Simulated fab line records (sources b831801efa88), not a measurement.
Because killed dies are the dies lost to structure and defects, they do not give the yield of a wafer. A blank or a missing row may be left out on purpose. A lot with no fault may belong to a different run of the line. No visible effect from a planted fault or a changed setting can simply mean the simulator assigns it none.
Comparing a struck lot with a sound one + flow sky130 + 16 out of 708 route steps
Sound: these wafers, L519.2, L519.3, L519.6. Wafers L532.2, L532.4, L532.5 were the ones struck. The cause is given at the end.
Order at every step that has rows: each side's tool, ch and its chambers, its first start. Under that, the readings that differ: sound wafers + struck wafers + difference of the means + sigmas: that difference in standard deviations of wafers without a fault.
alike: a reading whose means differ by less than 2 such deviations, as well as words and numbers matching on both sides. not compared: withheld readings; readings where some wafer has no value; bounds like >300 that might hide an equal value; numbers whose values overlap and for which the record gives no deviation.
A row with sigmas, a row that says differs or no value, or rows on one side alone: a step with any of these is where the two part. When numbers do not overlap yet have no deviation, they are printed without sigmas and do not part them. A reading that every wafer of one side lacks parts them only if that side has two wafers or more.

first, 5 steps without rows for these wafers: SKY_POLY_GATE_COAT_08 (resist thk 450 nm); SKY_POLY_GATE_SOFTBAKE_09 (time 90 s); SKY_POLY_GATE_EXPOSE_10 (exposes mask P1M, target cd 150 nm); SKY_POLY_GATE_PEB_11; SKY_POLY_GATE_DEVELOP_12 (develop time 60 s).
SKY_POLY_GATE_CD_MEAS_13: target cd 150 nm.
  sound on cd_sem-02, day 17 01:23; struck on cd_sem-02, day 22 09:14
  alike: cd_nm
SKY_POLY_GATE_OVL_MEAS_14:
  sound on overlay-02, day 17 01:29; struck on overlay-02, day 22 09:20
  alike: POLY_GATE_OVL
SKY_POLY_GATE_ETCH_15: etches BARC in N2/H2, stops on SiO2, time 118.5 s, target depth 110 nm.
  sound on rie_diel-01 ch 0,2,3, day 17 01:31; struck on rie_diel-02 ch 1,2, day 22 09:22
  alike: drypump_motor_current_A, oes_product_au, throttle_valve_pct
  not compared: rf_hours_counter_h
SKY_POLY_GATE_ETCH_16: etches Si3N4 in CH3F/O2, stops on poly-Si, time 147.5 s, target depth 75 nm.
  sound on rie_diel-01 ch 0,2,3, day 17 01:37; struck on rie_diel-02 ch 1,2, day 22 09:27
  alike: drypump_motor_current_A, oes_product_au, throttle_valve_pct
  not compared: rf_hours_counter_h
SKY_POLY_GATE_ETCH_17: etches poly-Si in HBr/Cl2, stops on SiO2, target depth 180 nm, time 70.5 s.
  sound on rie_si-01 ch 2,3, day 17 01:42; struck on rie_si-02 ch 0,2, day 22 09:33
  alike: drypump_motor_current_A, he_backside_leak_sccm, oes_product_au, throttle_valve_pct
  not compared: rf_hours_counter_h
SKY_POLY_GATE_STRIP_18: strips in O2/N2.
  sound on plasma_asher-03 ch 1, day 17 01:46; struck on plasma_asher-03 ch 0,1, day 22 09:37
  alike: drypump_motor_current_A, oes_product_au, strip_time_to_endpoint_s
  not compared: rf_hours_counter_h
then, 1 step without rows for these wafers: SKY_POLY_GATE_CLEAN_19 (cleans in SC1/SC2, time 150 s).
SKY_POLY_GATE_OXIDATION_20: stabilise 600 s, purge 300 s, target thk 4 nm.
  sound on furnace-01 ch 0, day 17 09:09; struck on furnace-02 ch 0, day 22 09:46
| reading                                          | sound                | struck               | difference | sigmas      |
|--------------------------------------------------|----------------------|----------------------|------------|-------------|
| spike_tc_bottom_C (C)                            | 865.1 864.1 865.2    | 876.8 878.6 879.6    | +13.5      | +5          |
| spike_tc_centre_C (C)                            | 850.9 851.5 850.1    | 860.2 860.3 857.9    | +8.6       | +7          |
| spike_tc_lower_C (C)                             | 851.0 851.0 850.2    | 860.7 861.7 861.1    | +10.4      | +9          |
| spike_tc_top_C (C)                               | 858.8 858.8 860.6    | 873.6 874.9 873.7    | +14.7      | +6          |
| spike_tc_upper_C (C)                             | 848.4 849.4 847.4    | 858.0 857.6 857.8    | +9.4       | +9          |
| tube_center_temp_C (C)                           | 850.09 850.07 850.11 | 859.26 859.29 859.14 | +9.14      | +99 or more |
| tube_center_temp_C_max                           | 852.2 852.4 852.1    | 861.6 861.4 861.7    | +9.3       | +28         |
| zone_power_top_pct (%)                           | 26 26 26             | 36 35 36             | +10        | +2          |
| model.SiO2_of_POLY_GATE_OXIDATION_20.thk_nm (nm) | 3.874 3.975 3.896    | 4.507 4.433 4.438    | +0.544     |             |
  alike: zone_power_centre_pct
SKY_POLY_GATE_THK_MEAS_21:
  sound on film_metro-03, day 17 10:25; struck on film_metro-02, day 22 11:01
| reading                      | sound          | struck         | difference | sigmas |
|------------------------------|----------------|----------------|------------|--------|
| POLY_GATE_OXIDATION_THK (nm) | 3.88 4.00 3.95 | 4.52 4.41 4.43 | +0.51      | +7     |
SKY_POLY_GATE_CD_MEAS_22:
  sound on cd_sem-01, day 17 10:29; struck on cd_sem-01, day 22 11:06
  alike: cd_nm
-- a jump in the record: the struck wafers' starts before and after are 28 days apart (it breaks off in module POLY_GATE and resumes in module PAD_OPEN, where the first step shown is number 708 of the route) --
SKY_PAD_OPEN_PROBE_99:
  sound on prober-02, day 46 15:25; struck on prober-01, day 50 00:41
| reading                     | sound             | struck            | difference | sigmas |
|-----------------------------|-------------------|-------------------|------------|--------|
| model.etest.tip_n.rs_ohm_sq | 446.1 445.6 446.4 | 456.8 451.8 450.5 | +7.0       |        |
  alike: killed_at_M0_to_M3, killed_at_M4_up, killed_at_contacts, killed_at_front_end, killed_at_other, killed_dies, killed_open, killed_short

WHERE THEY PART
Last at SKY_POLY_GATE_THK_MEAS_21 as far as this record goes, first at SKY_POLY_GATE_OXIDATION_20. Later steps at which nothing parts them and some readings are alike: SKY_POLY_GATE_CD_MEAS_22, SKY_PAD_OPEN_PROBE_99.

WHY: the cause the simulator had injected
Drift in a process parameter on furnace-02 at SKY_POLY_GATE_OXIDATION_20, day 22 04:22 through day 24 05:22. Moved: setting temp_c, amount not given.
